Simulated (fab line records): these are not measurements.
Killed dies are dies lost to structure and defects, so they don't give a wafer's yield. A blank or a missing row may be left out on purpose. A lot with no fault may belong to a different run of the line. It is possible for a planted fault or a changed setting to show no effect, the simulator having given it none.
What tool caused it? + flow gf180mcu + 15 lots with 42 wafers sampled at 3 steps, on a route of 602 steps

== WHAT THE GAUGES SHOWED, per wafer ==
GF_HV_LDD_THK_MEAS_55. Usual: for HV_LDD_CVD_54_THK the level is 9.96 nm and the standard deviation is 0.16.
| lot  | measured     | on           | HV_LDD_CVD_54_THK (nm) | flag |
|------|--------------|--------------|------------------------|------|
| L987 | day 12 08:56 | filmMetro-03 | 10.12 10.12 10.08      |      |
| L988 | day 12 13:31 | filmMetro-04 | 9.83 9.94 9.86         |      |
| L989 | day 12 23:50 | filmMetro-02 | 9.97 10.02 9.83        |      |
| L990 | day 13 09:05 | filmMetro-03 | 10.04 10.08 10.06      |      |
| L991 | day 13 15:26 | filmMetro-03 | 10.00 9.99 9.92        |      |
| L992 | day 14 00:04 | filmMetro-04 | 9.90 9.85 9.83         |      |
| L993 | day 14 10:08 | filmMetro-04 | 9.98 10.04 10.06       |      |
| L100 | day 17 03:54 | filmMetro-03 | 10.04 10.00            |      |
| L101 | day 17 04:55 | filmMetro-03 | 9.96 10.07             |      |
| L102 | day 17 17:08 | filmMetro-02 | 10.05 9.94             |      |
| L105 | day 18 16:10 | filmMetro-04 | 10.01 10.02 9.99       |      |
| L106 | day 19 07:44 | filmMetro-03 | 10.28 10.17 10.22      |      |
| L107 | day 19 09:15 | filmMetro-04 | 9.99 10.16 9.96        |      |
| L108 | day 19 22:31 | filmMetro-03 | 9.72 9.87 9.69         |      |
| L109 | day 20 02:13 | filmMetro-03 | 10.02 9.96 9.93        |      |

GF_NSD_TW_MEAS_12. Usual: for NSD_TW the level is 4212 and the standard deviation is 25.
| lot  | measured     | on           | NSD_TW         | flag |
|------|--------------|--------------|----------------|------|
| L987 | day 13 05:44 | filmMetro-04 | 4175 4177 4184 |      |
| L988 | day 13 10:38 | filmMetro-04 | 4161 4190 4157 |      |
| L989 | day 13 21:07 | filmMetro-03 | 4202 4209 4193 |      |
| L990 | day 14 06:58 | filmMetro-03 | 4201 4200 4205 |      |
| L991 | day 14 13:41 | filmMetro-03 | 4215 4225 4216 |      |
| L992 | day 14 21:54 | filmMetro-03 | 4215 4207 4214 |      |
| L993 | day 15 09:31 | filmMetro-03 | 4222 4207 4230 |      |
| L100 | day 18 05:49 | filmMetro-01 | 4221 4221      |      |
| L101 | day 18 07:22 | filmMetro-03 | 4229 4170      |      |
| L102 | day 18 19:23 | filmMetro-01 | 4231 4246      |      |
| L105 | day 19 18:42 | filmMetro-03 | 4229 4232 4216 |      |
| L106 | day 20 10:18 | filmMetro-03 | 4228 4212 4200 |      |
| L107 | day 20 11:31 | filmMetro-01 | 4245 4243 4241 |      |
| L108 | day 21 00:33 | filmMetro-01 | 4180 4201 4193 |      |
| L109 | day 21 03:46 | filmMetro-04 | 4191 4181 4184 |      |

GF_PSD_RS_MEAS_14: measurement is done with a four-point probe. Usual: for NSD_RS the level is 46.14 ohm/sq and the standard deviation is 0.078.
| lot  | measured     | on           | NSD_RS (ohm/sq)   | flag |
|------|--------------|--------------|-------------------|------|
| L987 | day 14 02:35 | filmMetro-01 | 46.12 46.20 46.16 |      |
| L988 | day 14 06:53 | filmMetro-01 | 46.04 46.09 46.12 |      |
| L989 | day 14 17:58 | filmMetro-04 | 46.11 46.10 46.10 |      |
| L990 | day 15 04:21 | filmMetro-03 | 46.04 46.13 46.09 |      |
| L991 | day 15 10:27 | filmMetro-03 | 46.14 46.16 46.16 |      |
| L992 | day 15 18:51 | filmMetro-01 | 46.11 46.15 46.20 |      |
| L993 | day 16 06:26 | filmMetro-01 | 46.01 45.98 45.96 |      |
| L100 | day 19 05:42 | filmMetro-03 | 46.24 46.17       |      |
| L101 | day 19 08:19 | filmMetro-01 | 46.11 46.06       |      |
| L102 | day 19 20:00 | filmMetro-01 | 46.18 46.11       |      |
| L105 | day 20 19:25 | filmMetro-01 | 46.03 46.04 46.19 |      |
| L106 | day 21 10:24 | filmMetro-04 | 46.12 46.26 46.21 |      |
| L107 | day 21 12:05 | filmMetro-03 | 46.06 46.14 46.00 |      |
| L108 | day 22 00:16 | filmMetro-03 | 46.23 46.26 46.15 |      |
| L109 | day 22 03:47 | filmMetro-01 | 46.17 46.18 46.26 |      |

== WHICH TOOL RAN EACH LOT (tool, then ch and the chambers of the sampled wafers, then the start) ==
The record holds no process step before these readings.

== AS READ BY THE TOOLS THEMSELVES (means over the sampled wafers that have a number; for cases with no such wafer, the mark the record gives instead) ==
The record holds no such reading with a usual standard deviation.

== THE ANSWER, worked out from the rows above alone ==
Rule: a lot counts as off when the mean over its wafers that have a number is more than 3 standard deviations away from the usual mean. A lot without any number at a reading at which 4 lots or more have one is off too. Where the step has rows for the other lots, those lots are counted as sound. Order of review: gauges by route order, followed by the tools' own readings, for which a lot's mean as printed above is used. The first step at which some lot is off is used, and at that step the reading that is off furthest; a lot without a number counts as furthest.
No lot is off at any reading shown: from this, nothing can be told.

== WHAT THE SIMULATOR HAD PUT IN ==
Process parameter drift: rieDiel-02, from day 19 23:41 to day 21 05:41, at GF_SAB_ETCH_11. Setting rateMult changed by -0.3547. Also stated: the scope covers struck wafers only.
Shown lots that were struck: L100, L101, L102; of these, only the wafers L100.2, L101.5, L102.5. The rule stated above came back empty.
